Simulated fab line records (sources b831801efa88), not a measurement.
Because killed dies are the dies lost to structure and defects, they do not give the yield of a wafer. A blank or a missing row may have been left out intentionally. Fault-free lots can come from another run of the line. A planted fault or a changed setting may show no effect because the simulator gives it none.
Chamber matching    flow gf180mcu    GF_MIM_CVD_05 on pecvd-02 has 3 sister chambers
The step deposits Si3N4, target thk 42 nm, time 29.086 s. 3 wafers are shown with their chamber, then 10 later ones without.

WAFERS PAIRED WITH THEIR CHAMBERS
wafer   chamber  heater-power-w (W)
L085.6  1        559
L087.1  2        661
L087.5  0        513

WAFERS MISSING THEIR CHAMBER
wafer   heater-power-w (W)
L087.6  651
L088.3  537
L088.4  644
L088.6  546
L089.1  567
L089.5  528
L089.6  675
L095.2  527
L095.5  686
L095.6  539

WHICH CHAMBER EACH ONE RAN IN
wafer    from the rows above       in truth
L087.6   2                         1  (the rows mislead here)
L088.3   can't be placed: 1 or 0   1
L088.4   2                         2
L088.6   can't be placed: 1 or 0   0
L089.1   1                         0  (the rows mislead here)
L089.5   can't be placed: 0 or 1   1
L089.6   2                         2
L095.2   can't be placed: 0 or 1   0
L095.5   2                         2
L095.6   can't be placed: 1 or 0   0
Correctly placed: 3 of 10. Not placeable from these rows: 5 (in 5, the candidates include the true chamber). 2 placed wrongly.
How it was worked out, from the rows above alone: a wafer's distance from a chamber is the root of the sum, over the readings, of the square of ((its reading less the chamber's mean) divided by the reading's scatter). The wafer belongs to the nearest chamber; if the next one is less than 2 further off, it can't be placed. The mean given for a chamber averages the wafers shown for that chamber. The scatter: root of mean squared gap, hidden wafer to nearest shown wafer, with one shown wafer a chamber.
